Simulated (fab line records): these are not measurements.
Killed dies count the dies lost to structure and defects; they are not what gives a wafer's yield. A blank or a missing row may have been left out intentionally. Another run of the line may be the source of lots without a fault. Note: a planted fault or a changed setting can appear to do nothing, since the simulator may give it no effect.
Which tool was responsible? / flow sky130 / Sampling: 12 lots, 36 wafers, 4 of 708 route steps

## WHAT THE GAUGES SHOWED, per wafer
SKY_FIELD_ISO_THK_MEAS_02.
lot=L957; measured=day 1 12:14; on=film_metro-01; FIELD_ISO_OXIDATION_00_THK (nm)=11.91 11.72 12.12
lot=L958; measured=day 1 17:05; on=film_metro-02; FIELD_ISO_OXIDATION_00_THK (nm)=12.31 11.99 12.07
lot=L959; measured=day 1 22:40; on=film_metro-03; FIELD_ISO_OXIDATION_00_THK (nm)=12.20 12.06 12.11
lot=L960; measured=day 2 03:04; on=film_metro-01; FIELD_ISO_OXIDATION_00_THK (nm)=12.32 12.24 12.32
lot=L962; measured=day 2 13:52; on=film_metro-03; FIELD_ISO_OXIDATION_00_THK (nm)=12.66 12.49 12.49
lot=L963; measured=day 2 19:40; on=film_metro-03; FIELD_ISO_OXIDATION_00_THK (nm)=12.29 12.31 12.27
lot=L964; measured=day 3 01:14; on=film_metro-03; FIELD_ISO_OXIDATION_00_THK (nm)=12.42 12.16 12.22
lot=L967; measured=day 3 14:52; on=film_metro-01; FIELD_ISO_OXIDATION_00_THK (nm)=12.28 12.31 12.27
lot=L971; measured=day 4 12:02; on=film_metro-01; FIELD_ISO_OXIDATION_00_THK (nm)=12.13 12.06 12.10
lot=L972; measured=day 4 15:38; on=film_metro-01; FIELD_ISO_OXIDATION_00_THK (nm)=12.43 12.07 12.41
lot=L973; measured=day 4 21:55; on=film_metro-01; FIELD_ISO_OXIDATION_00_THK (nm)=12.06 12.27 12.01
lot=L975; measured=day 5 06:10; on=film_metro-02; FIELD_ISO_OXIDATION_00_THK (nm)=12.55 12.56 12.58

SKY_FIELD_ISO_CD_MEAS_13 targets a cd of 150 nm.
lot=L957; measured=day 2 05:04; on=cd_sem-02; cd_nm (nm)=152.6 152.5 152.3
lot=L958; measured=day 2 11:44; on=cd_sem-02; cd_nm (nm)=150.9 150.7 150.6
lot=L959; measured=day 2 17:27; on=cd_sem-02; cd_nm (nm)=150.7 149.8 149.9
lot=L960; measured=day 2 20:11; on=cd_sem-02; cd_nm (nm)=151.9 151.4 151.2
lot=L962; measured=day 3 07:57; on=cd_sem-01; cd_nm (nm)=149.1 147.8 149.2
lot=L963; measured=day 3 14:23; on=cd_sem-02; cd_nm (nm)=151.7 151.2 151.4
lot=L964; measured=day 3 18:52; on=cd_sem-02; cd_nm (nm)=149.1 148.0 150.2
lot=L967; measured=day 4 10:35; on=cd_sem-01; cd_nm (nm)=149.0 149.4 147.5
lot=L971; measured=day 5 08:46; on=cd_sem-02; cd_nm (nm)=149.1 147.2 148.8
lot=L972; measured=day 5 10:53; on=cd_sem-02; cd_nm (nm)=151.0 150.4 150.2
lot=L973; measured=day 5 18:10; on=cd_sem-01; cd_nm (nm)=151.0 149.7 151.2
lot=L975; measured=day 6 04:38; on=cd_sem-01; cd_nm (nm)=146.7 147.8 148.0

SKY_VT_ADJUST_HVTP_TW_MEAS_11.
lot=L957; measured=day 6 09:11; on=film_metro-03; VT_ADJUST_HVTP_TW=1360 1358 1348
lot=L958; measured=day 6 14:44; on=film_metro-04; VT_ADJUST_HVTP_TW=1333 1334 1345
lot=L959; measured=day 6 18:45; on=film_metro-03; VT_ADJUST_HVTP_TW=1355 1357 1359
lot=L960; measured=day 6 23:08; on=film_metro-04; VT_ADJUST_HVTP_TW=1340 1339 1340
lot=L962; measured=day 7 11:38; on=film_metro-04; VT_ADJUST_HVTP_TW=1328 1333 1337
lot=L963; measured=day 7 17:36; on=film_metro-01; VT_ADJUST_HVTP_TW=1336 1337 1336
lot=L964; measured=day 7 23:05; on=film_metro-04; VT_ADJUST_HVTP_TW=1337 1334 1340
lot=L967; measured=day 9 01:50; on=film_metro-03; VT_ADJUST_HVTP_TW=1359 1357 1350
lot=L971; measured=day 10 00:41; on=film_metro-03; VT_ADJUST_HVTP_TW=1189 1185 1183 1188 1189 1183
lot=L972; measured=day 10 02:14; on=film_metro-01; VT_ADJUST_HVTP_TW=1345 1346 1350
lot=L973; measured=day 10 06:50; on=film_metro-01; VT_ADJUST_HVTP_TW=1344 1344 1344
lot=L975; measured=day 10 20:08; on=film_metro-04; VT_ADJUST_HVTP_TW=1175 1183 1174 1184 1178 1171

## TOOL THAT RAN EACH LOT (tool first, then ch and the chambers of the sampled wafers, then the start)
lot=L957; SKY_VT_ADJUST_HVTP_IMPLANT_09=implanter-03 ch 0, day 6 08:56
lot=L958; SKY_VT_ADJUST_HVTP_IMPLANT_09=implanter-02 ch 0, day 6 14:29
lot=L959; SKY_VT_ADJUST_HVTP_IMPLANT_09=implanter-02 ch 0, day 6 18:31
lot=L960; SKY_VT_ADJUST_HVTP_IMPLANT_09=implanter-02 ch 0, day 6 22:55
lot=L962; SKY_VT_ADJUST_HVTP_IMPLANT_09=implanter-03 ch 0, day 7 11:25
lot=L963; SKY_VT_ADJUST_HVTP_IMPLANT_09=implanter-03 ch 0, day 7 17:22
lot=L964; SKY_VT_ADJUST_HVTP_IMPLANT_09=implanter-04 ch 0, day 7 22:50
lot=L967; SKY_VT_ADJUST_HVTP_IMPLANT_09=implanter-04 ch 0, day 9 01:35
lot=L971; SKY_VT_ADJUST_HVTP_IMPLANT_09=implanter-03 ch 0, day 10 00:26
lot=L972; SKY_VT_ADJUST_HVTP_IMPLANT_09=implanter-04 ch 0, day 10 01:59
lot=L973; SKY_VT_ADJUST_HVTP_IMPLANT_09=implanter-02 ch 0, day 10 06:35
lot=L975; SKY_VT_ADJUST_HVTP_IMPLANT_09=implanter-03 ch 0, day 10 19:53
- SKY_VT_ADJUST_HVTP_IMPLANT_09

## AS READ BY THE TOOLS THEMSELVES (means over the sampled wafers that have a number; for cases with no such wafer, the mark the record gives instead)
SKY_VT_ADJUST_HVTP_IMPLANT_09.
lot=L957; tool=implanter-03; beam_on_s (s)=9.90; dose_ions_cm2=4.3e+12; faraday_current_uA=24.5
lot=L958; tool=implanter-02; beam_on_s (s)=10.19; dose_ions_cm2=4.3e+12; faraday_current_uA=23.8
lot=L959; tool=implanter-02; beam_on_s (s)=10.14; dose_ions_cm2=4.3e+12; faraday_current_uA=24.0
lot=L960; tool=implanter-02; beam_on_s (s)=10.06; dose_ions_cm2=4.3e+12; faraday_current_uA=24.1
lot=L962; tool=implanter-03; beam_on_s (s)=9.96; dose_ions_cm2=4.3e+12; faraday_current_uA=24.4
lot=L963; tool=implanter-03; beam_on_s (s)=10.05; dose_ions_cm2=4.3e+12; faraday_current_uA=24.1
lot=L964; tool=implanter-04; beam_on_s (s)=9.81; dose_ions_cm2=4.3e+12; faraday_current_uA=24.8
lot=L967; tool=implanter-04; beam_on_s (s)=9.82; dose_ions_cm2=4.3e+12; faraday_current_uA=24.7
lot=L971; tool=implanter-03; beam_on_s (s)=10.11; dose_ions_cm2=2.9e+12; faraday_current_uA=16.1
lot=L972; tool=implanter-04; beam_on_s (s)=10.03; dose_ions_cm2=4.3e+12; faraday_current_uA=24.1
lot=L973; tool=implanter-02; beam_on_s (s)=9.90; dose_ions_cm2=4.3e+12; faraday_current_uA=24.4
lot=L975; tool=implanter-03; beam_on_s (s)=9.93; dose_ions_cm2=2.9e+12; faraday_current_uA=16.4

## THE ANSWER, worked out from the rows above alone
Rule: usual is defined by the lots themselves. The widest of any qualifying gaps counts: lots, ordered by their means at a reading, are off when they make up no more than a third of the lots, leave a main group of 4 or more, and stand apart from it by 3 or more times the standard deviation of that group's means. A main group is skipped when, at the precision printed for the reading in the tables above, its means are all equal. A lot without any number at a reading at which 4 lots or more have one is off too. Any other lot the step has rows for is counted as sound. Order of review: gauges by route order, followed by the tools' own readings, for which a lot's mean as printed above is used. The first step at which some lot is off is used, and at that step the reading that is off furthest; a lot without a number counts as furthest.
Off: at SKY_VT_ADJUST_HVTP_TW_MEAS_11 (VT_ADJUST_HVTP_TW), L971, L975. The main group: mean 1344, standard deviation 8.6.
A tool fits if, at a process step before that reading, it ran every lot that is off, and no sound lot after the first of them. Not tried: the gauges at SKY_VT_ADJUST_HVTP_TW_MEAS_11; whatever is off there is also off at SKY_VT_ADJUST_HVTP_IMPLANT_09, on other tools, and gauge error can't account for it. One fits: SKY_VT_ADJUST_HVTP_IMPLANT_09 on implanter-03. A fault onset in the window from L963 (day 7 17:22, its last sound lot) to L971 (day 10 00:26, its first lot off) fits.
The tool's own readings at SKY_VT_ADJUST_HVTP_IMPLANT_09 bear it out: on the lots that are off they differ by more than 5 times the standard deviation of the sound lots' means. dose_ions_cm2 reads 2.9e+12 there against 4.3e+12 on the sound lots; faraday_current_uA reads 16.2 there against 24.3 on the sound lots.

## WHAT THE SIMULATOR PUT IN
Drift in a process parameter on implanter-03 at SKY_VT_ADJUST_HVTP_IMPLANT_09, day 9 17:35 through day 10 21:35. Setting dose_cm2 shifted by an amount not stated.
Shown lots that were struck: L971, L975. The rule above found the same.
